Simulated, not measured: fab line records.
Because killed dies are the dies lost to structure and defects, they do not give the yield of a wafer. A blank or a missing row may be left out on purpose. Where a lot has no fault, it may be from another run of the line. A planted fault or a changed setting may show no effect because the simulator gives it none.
Struck lot and sound lot, side by side + flow gf180mcu + 16 out of 602 route steps
Sound: wafers L836.1, L836.4, L836.5. Struck: wafer L845.3. (L845.1, L845.5 of the same lot were not struck and are left out.) The cause comes at the end.
Each step with rows lists, per side, the tool, then ch with its chambers, then its first start. Under that, the readings that differ: sound wafers + struck wafers + difference of the means + sigmas: that difference in standard deviations of wafers without a fault.
alike: same words and numbers on both sides, and readings whose means sit less than 2 such deviations apart. not compared: any withheld reading, any reading some wafer has no value for, any bound like >300 that may hide the same value, and any number with overlapping values for which the record gives no deviation.
A row with sigmas, a row that says differs or no value, or rows on one side alone: a step with any of these is where the two part. Numbers that don't overlap but have no deviation are shown without sigmas and don't part them. A reading missing from all wafers of one side parts the sides only when that side holds two or more wafers.

GF_POLY_GATE_ETCH_13: etches poly-Si in HBr/Cl2, stops on SiO2, target depth 198.5 nm, time 69.6 s.
  sound on rieSi-02 ch 0,2,3, day 9 04:47; struck on rieSi-02 ch 2, day 11 23:30
  alike: chamberPressureMTorr, drypumpMotorCurrentA, oesProductAu, rfFwdPowerW, throttleValvePct
  not compared: rfHoursCounterH
GF_POLY_GATE_STRIP_14: strips in O2/N2.
  sound on plasmaAsher-02 ch 0, day 9 04:50; struck on plasmaAsher-04 ch 0, day 11 23:34
  alike: chamberPressureMTorr, drypumpMotorCurrentA, heaterPowerW, oesProductAu, platenTempC
  not compared: rfHoursCounterH
then, 2 steps without rows for these wafers: GF_POLY_GATE_CLEAN_15 (cleans in SC1/SC2, time 150 s); GF_POLY_GATE_OXIDATION_16 (stabilise 600 s, purge 300 s, target thk 4 nm).
GF_POLY_GATE_THK_MEAS_17:
  struck on filmMetro-04, day 12 01:44; sound on filmMetro-02, day 9 06:14
  alike: POLY_GATE_OXIDATION_THK
GF_POLY_GATE_CD_MEAS_18:
  struck on cdSem-01, day 12 01:48; sound on cdSem-02, day 9 06:18
  alike: cdNm
then, 6 steps without rows for these wafers: GF_HV_LDD_DEHYDRATE_00 (time 60 s); GF_HV_LDD_HMDS_01 (prime time 60 s); GF_HV_LDD_COAT_02 (resist thk 1000 nm); GF_HV_LDD_SOFTBAKE_03 (time 60 s); GF_HV_LDD_EXPOSE_04 (exposes mask Nplus LV AREA, target cd 400 nm); GF_HV_LDD_PEB_05.
GF_HV_LDD_DEVELOP_06: develop time 60 s.
  sound on lithoTrack-03 ch 0, day 9 23:36; struck on lithoTrack-04 ch 0, day 12 21:21
  alike: developerTempC
GF_HV_LDD_CD_MEAS_07 targets a cd of 400 nm.
  struck on cdSem-01, day 12 21:30; sound on cdSem-02, day 9 23:45
| reading   | sound             | struck | difference | sigmas |
|-----------|-------------------|--------|------------|--------|
| cdNm (nm) | 400.1 401.4 400.4 | 411.6  | +11.0      | +5     |
GF_HV_LDD_OVL_MEAS_08:
  struck on overlay-01, day 12 21:37; sound on overlay-01, day 9 23:52
  alike: HV_LDD_OVL
then, 1 step without rows for these wafers: GF_PASSIVATION_PROBE_99.

== WHERE THEY PART ==
At GF_HV_LDD_CD_MEAS_07 and nowhere else, as far as this record goes. Later steps at which nothing parts them and some readings are alike: GF_HV_LDD_OVL_MEAS_08.

WHY: what had been put in by the simulator
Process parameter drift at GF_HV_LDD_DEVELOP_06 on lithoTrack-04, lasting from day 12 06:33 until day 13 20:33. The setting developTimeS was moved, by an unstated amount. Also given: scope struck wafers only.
